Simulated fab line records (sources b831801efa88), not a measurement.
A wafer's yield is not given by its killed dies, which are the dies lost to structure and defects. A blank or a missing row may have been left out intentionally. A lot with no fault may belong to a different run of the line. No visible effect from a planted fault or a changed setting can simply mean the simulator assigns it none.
What tool caused it? ; flow gf180mcu ; 11 lots, 33 wafers sampled, at 6 steps of a route of 602

## WHAT THE GAUGES SHOWED, per wafer
GF_M2_OVL_MEAS_15.
lot;measured;on;M2_OVL (nm)
L620;day 19 08:34;overlay-02;-3 8 -1
L621;day 19 21:01;overlay-02;5 0 2
L623;day 20 18:25;overlay-01;11 3 11
L624;day 21 02:43;overlay-01;-1 -6 -7
L625;day 21 16:02;overlay-01;-2 6 3
L630;day 23 08:43;overlay-01;-2 -3 -3
L631;day 23 20:11;overlay-02;-1 -7 -3
L633;day 24 03:57;overlay-02;8 3 7
L637;day 25 12:17;overlay-01;-3 4 5
L640;day 26 12:02;overlay-02;7 -5 -13
L642;day 26 23:27;overlay-02;6 1 4

GF_V2_RS_MEAS_24: measures by four-point-probe.
lot;measured;on;V2_W_RS (ohm/sq)
L620;day 20 11:31;filmMetro-02;0.326 0.325 0.329
L621;day 20 23:36;filmMetro-01;0.326 0.327 0.326
L623;day 21 20:41;filmMetro-04;0.326 0.332 0.330
L624;day 22 04:18;filmMetro-01;0.339 0.333 0.333
L625;day 22 18:01;filmMetro-01;0.325 0.322 0.325
L630;day 24 10:33;filmMetro-01;0.330 0.330 0.332
L631;day 24 20:20;filmMetro-04;0.295 0.295 0.293
L633;day 25 04:31;filmMetro-02;0.299 0.294 0.296
L637;day 26 10:13;filmMetro-01;0.321 0.319 0.327
L640;day 27 10:23;filmMetro-02;0.328 0.323 0.324
L642;day 27 22:27;filmMetro-02;0.321 0.320 0.321

GF_V2_THK_MEAS_25: measures by xrf.
lot;measured;on;V2_W_THK (nm)
L620;day 20 11:37;filmMetro-02;359 362 355
L621;day 20 23:43;filmMetro-01;354 354 355
L623;day 21 20:48;filmMetro-04;358 351 355
L624;day 22 04:25;filmMetro-01;342 346 346
L625;day 22 18:08;filmMetro-01;352 356 356
L630;day 24 10:39;filmMetro-01;346 346 345
L631;day 24 20:27;filmMetro-04;395 392 399
L633;day 25 04:38;filmMetro-02;391 395 395
L637;day 26 10:19;filmMetro-01;361 359 351
L640;day 27 10:30;filmMetro-02;353 362 359
L642;day 27 22:34;filmMetro-02;359 361 361

## EACH LOT AND THE TOOL THAT RAN IT (in order: tool; ch and the chambers of the sampled wafers; start)
lot;GF_V2_CVD_02;GF_V2_SPUTTER_21;GF_V2_CVD_23
L620;pecvd-01 ch 0,2, day 19 09:22;pvdSputter-04, day 20 11:16;cvdW-01 ch 0,1, day 20 11:24
L621;pecvd-03 ch 0,1, day 19 21:49;pvdSputter-04, day 20 23:22;cvdW-01 ch 0,1, day 20 23:28
L623;pecvd-03 ch 0,1,2, day 20 19:16;pvdSputter-04, day 21 20:28;cvdW-01 ch 0,1, day 21 20:34
L624;pecvd-03 ch 0,2, day 21 03:33;pvdSputter-01, day 22 04:04;cvdW-02 ch 0,1, day 22 04:10
L625;pecvd-01 ch 0,1,2, day 21 16:52;pvdSputter-04, day 22 17:49;cvdW-01 ch 0,1, day 22 17:55
L630;pecvd-01 ch 0,1,2, day 23 09:33;pvdSputter-03, day 24 10:18;cvdW-02 ch 0,1, day 24 10:26
L631;pecvd-04 ch 0,1,2, day 23 21:01;pvdSputter-01, day 24 20:07;cvdW-02 ch 0,1, day 24 20:13
L633;pecvd-04 ch 0,1, day 24 04:47;pvdSputter-04, day 25 04:18;cvdW-02 ch 0,1, day 25 04:24
L637;pecvd-03 ch 1,2, day 25 13:08;pvdSputter-01, day 26 09:57;cvdW-01 ch 0,1, day 26 10:05
L640;pecvd-04 ch 1,2, day 26 12:50;pvdSputter-01, day 27 10:09;cvdW-01 ch 0,1, day 27 10:15
L642;pecvd-04 ch 0,2, day 27 00:40;pvdSputter-03, day 27 22:13;cvdW-01 ch 0,1, day 27 22:19
- GF_V2_CVD_02: deposits SiO2 from TEOS, target thk 850 nm, time 94.851 s.
- GF_V2_SPUTTER_21: material Ti, target thk 15 nm, time 80.02 s.
- GF_V2_CVD_23: deposits W, target thk 350 nm, time 104.94 s.

## WHAT THE TOOLS THEMSELVES READ (means of the sampled wafers that have a number; where no wafer has one, the mark that the record gives instead)
GF_V2_CVD_02.
lot;tool;heaterPowerW (W)
L620;pecvd-01;749
L621;pecvd-03;628
L623;pecvd-03;626
L624;pecvd-03;561
L625;pecvd-01;725
L630;pecvd-01;665
L631;pecvd-04;712
L633;pecvd-04;798
L637;pecvd-03;679
L640;pecvd-04;692
L642;pecvd-04;691

GF_V2_SPUTTER_21.
lot;tool;throttleValvePct (%)
L620;pvdSputter-04;30.7
L621;pvdSputter-04;30.1
L623;pvdSputter-04;29.7
L624;pvdSputter-01;30.7
L625;pvdSputter-04;30.0
L630;pvdSputter-03;28.9
L631;pvdSputter-01;30.6
L633;pvdSputter-04;29.7
L637;pvdSputter-01;30.7
L640;pvdSputter-01;30.6
L642;pvdSputter-03;30.4

GF_V2_CVD_23.
lot;tool;chamberPressureTorr (Torr);heaterPowerW (W)
L620;cvdW-01;39.96;926
L621;cvdW-01;40.07;930
L623;cvdW-01;39.94;892
L624;cvdW-02;39.93;868
L625;cvdW-01;39.92;885
L630;cvdW-02;39.91;929
L631;cvdW-02;50.53;865
L633;cvdW-02;50.61;946
L637;cvdW-01;39.96;911
L640;cvdW-01;40.01;901
L642;cvdW-01;39.99;890

## THE ANSWER, worked out from the rows above alone
Rule: what is usual is taken from the lots themselves. Put in order of their means at a reading, lots are off if they are a third of the lots or fewer, leave a main group of 4 or more, and stand apart from it by a gap of 3 or more times the standard deviation of the main group's means; of several such gaps the widest counts. A main group whose means are all the same, to the digits that the tables above print for the reading, isn't used. A lot without any number at a reading at which 4 lots or more have one is off too. Any other lot the step has rows for is counted as sound. First the gauges in route order, then the tools' own readings, where a lot's mean is used as printed above. The first step at which some lot is off is used, and at that step the reading that is off furthest; a lot without a number counts as furthest.
Off: L631, L633, at GF_V2_RS_MEAS_24 (V2_W_RS). The main group has a mean of 0.327 ohm/sq with a standard deviation of 0.0042.
If a tool, at a process step before that reading, ran all the lots that are off and no sound lot after the first of them, it fits. Not tried: the gauges at GF_V2_RS_MEAS_24; whatever is off there is also off at GF_V2_CVD_23, on other tools, and gauge error can't account for it. One fits: cvdW-02 at GF_V2_CVD_23. A fault onset in the window from L630 (day 24 10:26, its last sound lot) to L631 (day 24 20:13, its first lot off) fits.
The tool's own readings at GF_V2_CVD_23 bear it out: on the lots that are off they differ by more than 5 times the standard deviation of the sound lots' means. chamberPressureTorr reads 50.57 Torr there against 39.97 Torr on the sound lots.

## WHAT THE SIMULATOR HAD PUT IN
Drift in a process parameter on cvdW-02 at GF_V2_CVD_23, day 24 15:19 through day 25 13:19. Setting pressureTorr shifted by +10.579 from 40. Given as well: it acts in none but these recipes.
Struck lots among those shown: L631, L633. Same finding as the rule above.
